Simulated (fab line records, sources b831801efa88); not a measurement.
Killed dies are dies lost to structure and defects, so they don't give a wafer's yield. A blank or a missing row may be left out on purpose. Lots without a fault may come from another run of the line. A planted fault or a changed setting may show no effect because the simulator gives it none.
A struck lot beside a sound one | flow sky130 | 17 steps out of a route of 708
Sound: wafers L393.1, L393.3, L393.6. Struck: wafer L397.5. (L397.2, L397.6 of the same lot were not struck and are left out.) The cause comes at the end.
At each step with rows: each side's tool, then ch and its chambers, then its first start. Under that, the readings that differ: sound wafers | struck wafers | difference of the means | sigmas: that difference in standard deviations of wafers without a fault.
alike: readings whose means differ by less than 2 such deviations, and words and numbers that are the same on both sides. not compared: withheld readings, readings that some wafer has no value for, bounds like >300 that may hide the same value, and numbers for which the record gives no deviation and whose values overlap.
The two part at a step that has a row with sigmas, a row that says differs or no value, or rows on one side only. Numbers that don't overlap but have no deviation are shown without sigmas and don't part them. A reading that every wafer of one side lacks parts them only if that side has two wafers or more.

first, 2 steps without rows for these wafers: SKY_CONTACT_PEB_12; SKY_CONTACT_DEVELOP_13 (develop time 60 s).
SKY_CONTACT_CD_MEAS_14: target cd 170 nm.
  sound on cd_sem-02, day 32 02:41; struck on cd_sem-01, day 33 17:45
  alike: cd_nm
SKY_CONTACT_OVL_MEAS_15:
  sound on overlay-01, day 32 02:49; struck on overlay-01, day 33 17:52
  alike: CONTACT_OVL
SKY_CONTACT_ETCH_16: etches BARC in N2/H2, stops on SiO2, time 45.9 s, target depth 60 nm.
  sound on rie_diel-01 ch 2,3, day 32 02:50; struck on rie_diel-03 ch 2, day 33 17:53
  alike: drypump_motor_current_A, oes_product_au, throttle_valve_pct
  not compared: rf_hours_counter_h
then, 1 step without rows for these wafers: SKY_CONTACT_ETCH_17 (etches SiO2 in C4F8/O2/Ar, stops on Si3N4, target depth 340 nm).
SKY_CONTACT_ETCH_18: etches Si3N4 in CHF3/O2, stops on TiN, time 39 s, target depth 75 nm.
  sound on rie_diel-01 ch 2,3; struck on rie_diel-03 ch 2
  alike: O2_flow_sccm, chf3_flow_sccm, drypump_motor_current_A, oes_product_au, throttle_valve_pct
  not compared: rf_hours_counter_h
SKY_CONTACT_STRIP_19: strips in O2/N2.
  sound on plasma_asher-02 ch 0,1, day 32 02:58; struck on plasma_asher-04 ch 1, day 33 18:01
  alike: drypump_motor_current_A, oes_product_au, strip_time_to_endpoint_s
  not compared: rf_hours_counter_h
then, 3 steps without rows for these wafers: SKY_CONTACT_STRIP_20 (strips in post etch residue remover, time 1200 s); SKY_CONTACT_CLEAN_21 (cleans in IPA, time 180 s); SKY_CONTACT_CLEAN_22 (cleans in O3/DIW).
SKY_CONTACT_SPUTTER_23: material TiN, target thk 20 nm, time 80 s.
  sound on pvd_sputter-02, day 32 03:34; struck on pvd_sputter-02, day 33 18:40
  alike: throttle_valve_pct
SKY_CONTACT_CVD_24: deposits W, target thk 340 nm, time 102.12 s.
  sound on cvd_w-01 ch 0,1, day 32 03:38; struck on cvd_w-01 ch 0, day 33 18:43
  alike: heater_power_w
SKY_CONTACT_RS_MEAS_25: measures by four-point-probe.
  sound on film_metro-02, day 32 03:44; struck on film_metro-04, day 33 18:51
  reading               | sound             | struck | difference | sigmas
  CONTACT_W_RS (ohm/sq) | 0.336 0.336 0.338 | 0.459  | +0.122     | +22
SKY_CONTACT_THK_MEAS_26: measures by xrf.
  sound on film_metro-02, day 32 03:52; struck on film_metro-04, day 33 18:58
  reading            | sound       | struck | difference | sigmas
  CONTACT_W_THK (nm) | 338 339 335 | 271    | -66        | -10
SKY_CONTACT_CMP_27: polishes, stops on SiO2, t overpolish 15 s, target thk 0 nm.
  sound on cmp-02 ch 1,2, day 32 04:00; struck on cmp-01 ch 3, day 33 19:01
  reading              | sound                | struck | difference | sigmas
  overpolish_run_s (s) | 15.005 14.992 14.982 | 15.011 | +0.018     | +2
  alike: motor_current_A, time_to_endpoint_s
then, 1 step without rows for these wafers: SKY_PAD_OPEN_PROBE_99.

WHERE THEY PART
First at SKY_CONTACT_RS_MEAS_25; last, within this record, at SKY_CONTACT_CMP_27.

WHY: what the simulator had put in
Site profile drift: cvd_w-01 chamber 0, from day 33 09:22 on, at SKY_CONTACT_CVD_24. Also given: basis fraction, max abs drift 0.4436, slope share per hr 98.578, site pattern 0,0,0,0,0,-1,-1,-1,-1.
